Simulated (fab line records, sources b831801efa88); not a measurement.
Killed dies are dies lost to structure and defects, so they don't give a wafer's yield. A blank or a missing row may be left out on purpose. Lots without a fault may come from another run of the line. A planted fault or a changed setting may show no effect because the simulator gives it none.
fab line records | flow sky130
record lots=11 wafers=33 last_day=50
route steps=708 shown VIA2@508 VIA3@576 METAL4@600 METAL5@670 PAD_OPEN@708
lots that met no fault: from a run of the same line without faults
start_h: hours from the record's first day to the start of the lot's first wafer shown | wait_h: hours since the lot's step before | " the same as in the row above | L1.1+2: a row that stands for several wafers | - no value, or no start given | * or withheld: withheld | < > ~ a bound
route shown NAME@n: a module of which the file shows steps, and the number in the route of the first | usual: mean/standard deviation of fault-free wafers | same: alike in all rows | chamber/n: place in a boat | sites: the reading at each site | _std_site: their standard deviation | _edge_site: outer sites' mean less inner sites' | radius_mm: how far each site lies from the wafer's centre | mask NAME#n: copy n | behind: the tool/chamber that last shaped the wafer | hold: why the lot was held/for how many hours/how that ended | device: the transistor (n, p or np) that didn't switch | end of line: the same wafers' tests at the end of the route | a step without rows: its recipe alone | killed: dies lost to structure and defects at the first sort, not the wafer's yield | map: a wafer's dies, x killed, . not, _ none there
set.NAME: the setting as run; set.NAME@STEP: as run at that earlier step | model.NAME: the simulator's own value behind a step, which no gauge read
steps of the route over a sample of lots; a table a step, a row a wafer
services: from which hour (start_h, from the record's first day; less than 0 if before it) a tool's chamber was out of use, for how many hours, and why
## steps
# step SKY_VIA2_THK_MEAS_01
# recipe reads=SiO2_of_VIA2_HDPCVD_00
# usual VIA2_HDPCVD_THK=1174/12
# columns lot.wafer tool chamber start_h wait_h VIA2_HDPCVD_THK[nm]
L993.2 film_metro-01 - 827.98 0.1 1166
L993.3 " - " " 1186
L993.4 " - " " 1167
L994.4 film_metro-04 - 836.09 0.1 1185
L994.5 " - " " 1175
L994.6 " - " " 1174
L995.1 film_metro-03 - 845.14 0.1 1188
L995.2 " - " " 1172
L995.6 " - " " 1182
L100.1 film_metro-03 - 897.22 0.1 1169
L100.2 " - " " 1162
L100.4 " - " " 1164
L101.2 film_metro-01 - 904.36 0.1 1161
L101.3 " - " " 1149
L101.6 " - " " 1150
L102.1 film_metro-03 - 908.15 0.1 1190
L102.3 " - " " 1186
L102.5 " - " " 1190
L105.1 film_metro-04 - 930.39 0.1 1168
L105.4 " - " " 1166
L105.6 " - " " 1170
L106.4 film_metro-01 - 933.12 0.0 1178
L106.5 " - " " 1189
L106.6 " - " " 1179
L111.4 film_metro-04 - 969.09 0.0 1177
L111.5 " - " " 1196
L111.6 " - " " 1196
L112.2 film_metro-03 - 970.84 0.1 1173
L112.3 " - " " 1165
L112.4 " - " " 1170
L115.2 film_metro-03 - 991.89 0.1 1179
L115.3 " - " " 1187
L115.4 " - " " 1177
# step SKY_VIA3_BOW_MEAS_03
# recipe mode=bow
# usual VIA3_BOW=79/7.7
# columns lot.wafer tool chamber start_h wait_h VIA3_BOW[um]
L993.2 film_metro-02 - 909.74 0.3 80
L993.3 " - " " 85
L993.4 " - " " 93
L994.4 film_metro-02 - 917.86 0.2 73
L994.5 " - " " 71
L994.6 " - " " 74
L995.1 film_metro-03 - 927.41 0.2 78
L995.2 " - " " 85
L995.6 " - " " 79
L100.1 film_metro-01 - 975.30 0.1 83
L100.2 " - " " 69
L100.4 " - " " 93
L101.2 film_metro-02 - 982.72 0.2 74
L101.3 " - " " 69
L101.6 " - " " 67
L102.1 film_metro-02 - 985.46 0.2 71
L102.3 " - " " 74
L102.5 " - " " 86
L105.1 film_metro-01 - 1006.79 0.2 78
L105.4 " - " " 76
L105.6 " - " " 71
L106.4 film_metro-01 - 1008.89 0.2 79
L106.5 " - " " 73
L106.6 " - " " 89
L111.4 film_metro-01 - 1043.43 0.3 80
L111.5 " - " " 82
L111.6 " - " " 68
L112.2 film_metro-01 - 1046.08 0.1 85
L112.3 " - " " 76
L112.4 " - " " 81
L115.2 film_metro-01 - 1065.20 0.1 76
L115.3 " - " " 75
L115.4 " - " " 86
# step SKY_METAL4_SPUTTER_02
# recipe material=AlCu target_thk_nm=735 power_w=10600 time_s=39.1 chamber_pressure_pa=0.4
# usual chamber_pressure_pa=0.4001/0.00081 throttle_valve_pct=30.6/1.2
# columns lot.wafer tool chamber start_h wait_h chamber_pressure_pa throttle_valve_pct
L993.2 pvd_sputter-04 - 936.60 0.0 0.3998 29.7
L993.3 " - " " 0.4013 30.5
L993.4 " - " " 0.3991 30.5
L994.4 pvd_sputter-04 - 944.06 0.0 0.4006 29.2
L994.5 " - " " 0.4002 29.6
L994.6 " - " " 0.4021 30.3
L995.1 pvd_sputter-04 - 953.51 0.0 0.3994 30.0
L995.2 " - " " 0.4007 30.4
L995.6 " - " " 0.4002 30.2
L100.1 pvd_sputter-02 - 1000.58 0.0 0.4009 28.7
L100.2 " - " " 0.3998 30.6
L100.4 " - " " 0.3993 31.7
L101.2 pvd_sputter-01 - 1007.88 0.0 0.4000 31.0
L101.3 " - " " 0.3993 29.9
L101.6 " - " " 0.4004 31.0
L102.1 pvd_sputter-01 - 1011.12 0.0 0.4002 30.5
L102.3 " - " " 0.3997 30.8
L102.5 " - " " 0.3994 30.2
L105.1 pvd_sputter-04 - 1031.18 0.0 0.4016 30.6
L105.4 " - " " 0.4000 30.1
L105.6 " - " " 0.3993 30.1
L106.4 pvd_sputter-01 - 1033.15 0.0 0.3999 30.1
L106.5 " - " " 0.4005 30.7
L106.6 " - " " 0.3981 30.9
L111.4 pvd_sputter-02 - 1067.93 0.0 0.3998 33.6
L111.5 " - " " 0.3994 28.8
L111.6 " - " " 0.4010 31.7
L112.2 pvd_sputter-02 - 1070.47 0.0 0.3989 33.5
L112.3 " - " " 0.4010 31.8
L112.4 " - " " 0.4008 31.7
L115.2 pvd_sputter-01 - 1088.63 0.0 0.4011 30.0
L115.3 " - " " 0.3999 31.1
L115.4 " - " " 0.4016 30.9
# step SKY_METAL5_COAT_09
# recipe resist=NOVOLAK spin_rpm=3000 resist_thk_nm=1800
# columns lot.wafer tool chamber start_h wait_h
L993.2+3+4 litho_track-01 0 1023.48 0.1
L994.4+5+6 litho_track-01 0 1030.18 0.1
L995.1+2+6 litho_track-01 0 1039.95 0.1
L100.1+2+4 litho_track-01 0 1084.10 0.1
L101.2+3+6 litho_track-01 0 1088.03 0.1
L102.1+3+5 litho_track-01 0 1092.60 0.1
L105.1+4+6 litho_track-04 0 1109.94 0.1
L106.4+5+6 litho_track-02 0 1111.99 0.1
L111.4+5+6 litho_track-04 0 1142.51 0.1
L112.2+3+4 litho_track-04 0 1145.61 0.1
L115.2+3+4 litho_track-04 0 1161.36 0.1
# step SKY_METAL5_STRIP_16
# recipe chemistry=O2/N2 power_w=1400 pressure_mtorr=1500 platen_temp_c=withheld o2_flow_sccm=3000 n2_flow_sccm=300 overash_fraction=0.5
# usual chamber_pressure_mTorr=1499.9/1.5 drypump_motor_current_A=5.6/0.41 oes_product_au=0.711/0.0046 strip_time_to_endpoint_s=13.02/0.13
# columns lot.wafer tool chamber start_h wait_h chamber_pressure_mTorr drypump_motor_current_A oes_product_au rf_hours_counter_h strip_time_to_endpoint_s
L993.2 plasma_asher-04 1 1035.57 0.2 1500.2 6.4 0.709 120 13.37
L993.3 " 0 " " 1500.1 5.0 0.713 - 13.27
L993.4 " 1 " " 1497.1 6.3 0.704 - 13.32
L994.4 plasma_asher-02 1 1041.90 0.1 1499.1 5.7 0.720 - 13.24
L994.5 " 1 " " 1498.2 5.7 0.714 - 13.08
L994.6 " 0 " " 1500.2 5.3 0.710 - 13.24
L995.1 plasma_asher-04 1 1051.67 0.2 1500.4 6.3 0.703 121 13.08
L995.2 " 0 " " 1501.4 5.0 0.709 121 13.05
L995.6 " 0 " " 1500.8 5.0 0.714 - 12.97
L100.1 plasma_asher-02 0 1094.60 0.2 1500.2 5.3 0.718 95 14.18
L100.2 " 1 " " 1500.3 5.7 0.704 95 13.24
L100.4 " 1 " " 1498.0 5.7 0.703 - 13.17
L101.2 plasma_asher-03 1 1098.00 0.2 1501.2 5.8 0.709 37 13.10
L101.3 " 0 " " 1500.2 5.5 0.711 - 13.14
L101.6 " 1 " " 1499.0 5.8 0.707 - 14.29
L102.1 plasma_asher-02 0 1103.50 0.2 1498.6 5.3 0.699 95 14.36
L102.3 " 0 " " 1499.0 5.3 0.706 - 13.11
L102.5 " 0 " " 1501.0 5.3 0.709 - 13.18
L105.1 plasma_asher-02 1 1120.43 0.2 1498.7 5.7 0.706 97 13.04
L105.4 " 1 " " 1497.8 5.7 0.710 - 12.95
L105.6 " 1 " " 1499.4 5.7 0.711 - 12.83
L106.4 plasma_asher-03 0 1121.87 0.1 1500.2 5.5 0.716 - 13.06
L106.5 " 1 " " 1499.6 5.8 0.711 - 13.09
L106.6 " 0 " " 1500.3 5.6 0.706 - 13.03
L111.4 plasma_asher-04 0 1152.69 0.2 1501.4 5.0 0.713 - 12.93
L111.5 " 1 " " 1499.4 6.3 0.706 - 12.96
L111.6 " 0 " " 1498.7 5.0 0.715 - 12.89
L112.2 plasma_asher-03 0 1155.17 0.2 1499.6 5.6 0.712 42 13.03
L112.3 " 1 " " 1500.0 5.8 0.711 - 12.88
L112.4 " 0 " " 1500.1 5.6 0.716 - 12.92
L115.2 plasma_asher-02 1 1170.93 0.2 1500.8 5.7 0.711 102 12.91
L115.3 " 1 " " 1499.2 5.7 0.707 - 12.91
L115.4 " 0 " " 1498.3 5.3 0.715 - 12.80
# step SKY_PAD_OPEN_PROBE_99
# usual defect_limited_yield=82.7/1.9 killed_at_M0_to_M3=43/7.1 killed_at_M4_up=3.2/1.9 killed_at_contacts=23/5.1 killed_at_front_end=15/4.5 killed_at_other=0.4/0.65 killed_dies=85/9.4 killed_open=47/6.8 killed_short=38/6.1 sort_bin_3_pad_short=0.8/0.38 sort_bin_5_function=10.3/1.5 sort_bin_6_memory=6.2/1.1 sort_n_pass=407/9.4 sort_yield_pct=82.7/1.9
# same gross_dies=492 killed_at_back_side=0 sort_bin_4_leakage[%]=0 sort_bin_8_speed[%]=0
# columns lot.wafer tool chamber start_h wait_h defect_limited_yield[%] killed_at_M0_to_M3 killed_at_M4_up killed_at_contacts killed_at_front_end killed_at_other killed_dies killed_open killed_short sort_bin_3_pad_short[%] sort_bin_5_function[%] sort_bin_6_memory[%] sort_n_pass sort_yield_pct[%]
L106.6 prober-01 - 1163.17 0.2 82.3 42 5 25 15 0 87 45 42 0.2 11.0 6.5 405 82.3
# killed by level:class
L106.6 VIA1:geometric_particle:open=12 LOCAL_INTERCONNECT:geometric_particle:short=9 VIA3:geometric_particle:open=8 VIA2:geometric_particle:open=7 FIELD_ISO:geometric_particle:short=6 CONTACT:geometric_particle:open=6 LI_CONTACT:geometric_particle:open=4 VIA1:geometric_particle:short=4
## services
# columns tool chamber start_h hours kind
plasma_asher-04 - 974.62 22.6 repair
pvd_sputter-04 - 983.99 1.9 repair
plasma_asher-04 - 997.25 2.8 pm
pvd_sputter-02 - 1001.31 36.9 repair
plasma_asher-02 - 1001.48 18.3 repair
plasma_asher-03 - 1006.01 2.8 pm
pvd_sputter-01 1 1041.41 - consumable_replace:kit
pvd_sputter-01 1 1041.41 18.0 scheduled_down
pvd_sputter-01 1 1041.41 18.0 vent_cycle
pvd_sputter-02 2 1053.12 - consumable_replace:kit
plasma_asher-04 - 1055.25 9.0 pm
pvd_sputter-04 - 1057.39 14.6 repair
plasma_asher-02 - 1075.65 3.7 repair
pvd_sputter-04 2 1101.77 - consumable_replace:kit
pvd_sputter-04 2 1101.77 18.0 scheduled_down
pvd_sputter-04 2 1101.77 18.0 vent_cycle
pvd_sputter-01 - 1116.54 2.1 repair
pvd_sputter-02 - 1153.65 1.1 repair
pvd_sputter-01 0 1162.24 - consumable_replace:kit
pvd_sputter-01 0 1162.24 18.0 scheduled_down
pvd_sputter-01 0 1162.24 18.0 vent_cycle
pvd_sputter-04 1 1168.40 - consumable_replace:kit
pvd_sputter-04 1 1168.40 18.0 scheduled_down
pvd_sputter-04 1 1168.40 18.0 vent_cycle
## key
first_sign step=SKY_METAL5_STRIP_16 reading=strip_time_to_endpoint_s direction=up sigmas=9.7 usual=* struck=*
effect none on later readings
met_at SKY_METAL5_COAT_09
struck_lots L100,L101,L102
struck_wafers L100.1,L101.6,L102.1
not_acting_at SKY_VIA2_THK_MEAS_01,SKY_VIA3_BOW_MEAS_03,SKY_METAL4_SPUTTER_02
onset_between 1039.95 1084.10
fault kind=process_parameter_drift tool=litho_track-01 chamber=- onset_h=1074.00 steps=SKY_METAL5_COAT_09 channel=resist_thk_nm offset=103.82 shape=step end_h=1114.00 scope=struck_wafers_only acts_in=these_recipes_only stated=1800
